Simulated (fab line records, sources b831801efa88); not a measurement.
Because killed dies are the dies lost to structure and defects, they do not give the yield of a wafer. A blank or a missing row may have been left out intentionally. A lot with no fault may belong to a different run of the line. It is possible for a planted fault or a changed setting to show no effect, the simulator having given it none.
What tool caused it? ; flow gf180mcu ; Sampling: 14 lots, 42 wafers, 5 of 602 route steps

WHAT THE GAUGES SHOWED, per wafer
GF_M1_THK_MEAS_06: measures by xrf.
lot;measured;on;M1_ALCU_THK (nm)
L440;day 16 01:31;filmMetro-04;444 443 442
L441;day 16 10:41;filmMetro-03;453 440 445
L442;day 16 23:05;filmMetro-04;453 446 446
L443;day 17 05:32;filmMetro-04;442 440 438
L444;day 17 15:30;filmMetro-02;450 455 455
L445;day 18 07:30;filmMetro-04;445 445 448
L449;day 19 10:40;filmMetro-04;446 446 447
L452;day 20 10:09;filmMetro-03;445 450 448
L456;day 21 22:40;filmMetro-03;445 436 448
L457;day 22 08:46;filmMetro-02;454 456 447
L458;day 23 01:35;filmMetro-03;442 446 443
L459;day 23 08:17;filmMetro-02;448 456 450
L460;day 23 13:40;filmMetro-04;440 437 442
L462;day 24 12:20;filmMetro-03;449 448 446

GF_V1_THK_MEAS_01.
lot;measured;on;V1_CVD_00_THK (nm)
L440;day 17 00:21;filmMetro-03;611 611 609
L441;day 17 09:23;filmMetro-03;592 600 604
L442;day 17 22:48;filmMetro-03;591 588 590
L443;day 18 06:25;filmMetro-03;597 594 603
L444;day 18 15:08;filmMetro-01;1208 1181 1210 1207 1182 1211
L445;day 19 07:59;filmMetro-02;601 594 601
L449;day 20 11:53;filmMetro-02;603 604 608
L452;day 21 11:16;filmMetro-01;1140 1176 1148 1141 1175 1147
L456;day 22 22:17;filmMetro-01;611 607 604
L457;day 23 08:38;filmMetro-02;602 611 590
L458;day 24 00:13;filmMetro-03;590 600 603
L459;day 24 07:17;filmMetro-03;585 607 610
L460;day 24 13:16;filmMetro-01;605 614 607
L462;day 25 10:50;filmMetro-03;607 606 601

WHICH TOOL RAN EACH LOT (tool, then ch and the chambers of the sampled wafers, then the start)
lot;GF_M1_SPUTTER_02;GF_M1_SPUTTER_03;GF_V1_CVD_00
L440;pvdSputter-02, day 16 01:18;pvdSputter-02, day 16 01:20;hdpcvd-02 ch 0,1, day 17 00:16
L441;pvdSputter-03, day 16 10:28;pvdSputter-03, day 16 10:30;hdpcvd-02 ch 0,1,2, day 17 09:19
L442;pvdSputter-04, day 16 22:52;pvdSputter-04, day 16 22:53;hdpcvd-01 ch 0,1, day 17 22:43
L443;pvdSputter-02, day 17 05:17;pvdSputter-02, day 17 05:19;hdpcvd-02 ch 0,1,2, day 18 06:21
L444;pvdSputter-03, day 17 15:17;pvdSputter-03, day 17 15:19;hdpcvd-01 ch 0,1,2, day 18 14:49
L445;pvdSputter-02, day 17 21:40;pvdSputter-02, day 17 21:42;hdpcvd-02 ch 0,2, day 19 07:55
L449;pvdSputter-04, day 19 10:26;pvdSputter-04, day 19 10:28;hdpcvd-02 ch 0,1,2, day 20 11:48
L452;pvdSputter-04, day 20 09:56;pvdSputter-04, day 20 09:58;hdpcvd-01 ch 0,1, day 21 10:57
L456;pvdSputter-04, day 21 22:26;pvdSputter-04, day 21 22:28;hdpcvd-02 ch 0,1, day 22 22:12
L457;pvdSputter-04, day 22 08:34;pvdSputter-04, day 22 08:35;hdpcvd-01 ch 0,1,2, day 23 08:34
L458;pvdSputter-02, day 23 01:22;pvdSputter-02, day 23 01:24;hdpcvd-01 ch 0,1, day 24 00:08
L459;pvdSputter-02, day 23 08:05;pvdSputter-02, day 23 08:07;hdpcvd-01 ch 0,2, day 24 07:13
L460;pvdSputter-04, day 23 13:26;pvdSputter-04, day 23 13:28;hdpcvd-01 ch 1,2, day 24 13:11
L462;pvdSputter-04, day 24 12:07;pvdSputter-04, day 24 12:09;hdpcvd-02 ch 0,1, day 25 10:45
- GF_M1_SPUTTER_02: material AlCu, target thk 450 nm, time 23.9 s.
- GF_M1_SPUTTER_03: material Ti, target thk 10 nm, time 6.7 s.
- GF_V1_CVD_00: deposits SiO2, target thk 600 nm, time 100 s.

WHAT THE TOOLS THEMSELVES READ (means of the sampled wafers that have a number; where no wafer has one, the mark that the record gives instead)
GF_M1_SPUTTER_02.
lot;tool;throttleValvePct (%)
L440;pvdSputter-02;30.3
L441;pvdSputter-03;30.3
L442;pvdSputter-04;30.1
L443;pvdSputter-02;30.8
L444;pvdSputter-03;30.0
L445;pvdSputter-02;30.2
L449;pvdSputter-04;29.5
L452;pvdSputter-04;29.4
L456;pvdSputter-04;29.0
L457;pvdSputter-04;29.7
L458;pvdSputter-02;30.6
L459;pvdSputter-02;30.1
L460;pvdSputter-04;29.2
L462;pvdSputter-04;29.6

GF_M1_SPUTTER_03.
lot;tool;throttleValvePct (%)
L440;pvdSputter-02;30.4
L441;pvdSputter-03;30.0
L442;pvdSputter-04;30.3
L443;pvdSputter-02;31.0
L444;pvdSputter-03;30.0
L445;pvdSputter-02;30.3
L449;pvdSputter-04;29.4
L452;pvdSputter-04;29.4
L456;pvdSputter-04;29.0
L457;pvdSputter-04;29.9
L458;pvdSputter-02;30.8
L459;pvdSputter-02;29.9
L460;pvdSputter-04;29.1
L462;pvdSputter-04;29.4

GF_V1_CVD_00.
lot;tool;pressureMtorr (mTorr)
L440;hdpcvd-02;6.000
L441;hdpcvd-02;6.010
L442;hdpcvd-01;5.994
L443;hdpcvd-02;5.999
L444;hdpcvd-01;6.002
L445;hdpcvd-02;5.990
L449;hdpcvd-02;5.992
L452;hdpcvd-01;5.997
L456;hdpcvd-02;6.010
L457;hdpcvd-01;6.012
L458;hdpcvd-01;5.993
L459;hdpcvd-01;6.008
L460;hdpcvd-01;6.001
L462;hdpcvd-02;6.005

THE ANSWER, worked out from the rows above alone
Rule: the lots themselves supply what counts as usual. The widest of any qualifying gaps counts: lots, ordered by their means at a reading, are off when they make up no more than a third of the lots, leave a main group of 4 or more, and stand apart from it by 3 or more times the standard deviation of that group's means. Not used: any main group whose means are identical at the precision the tables above print for the reading. A lot without any number at a reading at which 4 lots or more have one is off too. All remaining lots with rows at the step are treated as sound. Order of review: gauges by route order, followed by the tools' own readings, for which a lot's mean as printed above is used. The first step at which some lot is off is used, and at that step the reading that is off furthest; a lot without a number counts as furthest.
Off: at GF_V1_THK_MEAS_01 (V1_CVD_00_THK), L444, L452. The main group: mean 602 nm, standard deviation 5.5.
If a tool, at a process step before that reading, ran all the lots that are off and no sound lot after the first of them, it fits. Gauges at GF_V1_THK_MEAS_01: tried the same way as those tools. Of those tried, none fits.

WHAT THE SIMULATOR PUT IN
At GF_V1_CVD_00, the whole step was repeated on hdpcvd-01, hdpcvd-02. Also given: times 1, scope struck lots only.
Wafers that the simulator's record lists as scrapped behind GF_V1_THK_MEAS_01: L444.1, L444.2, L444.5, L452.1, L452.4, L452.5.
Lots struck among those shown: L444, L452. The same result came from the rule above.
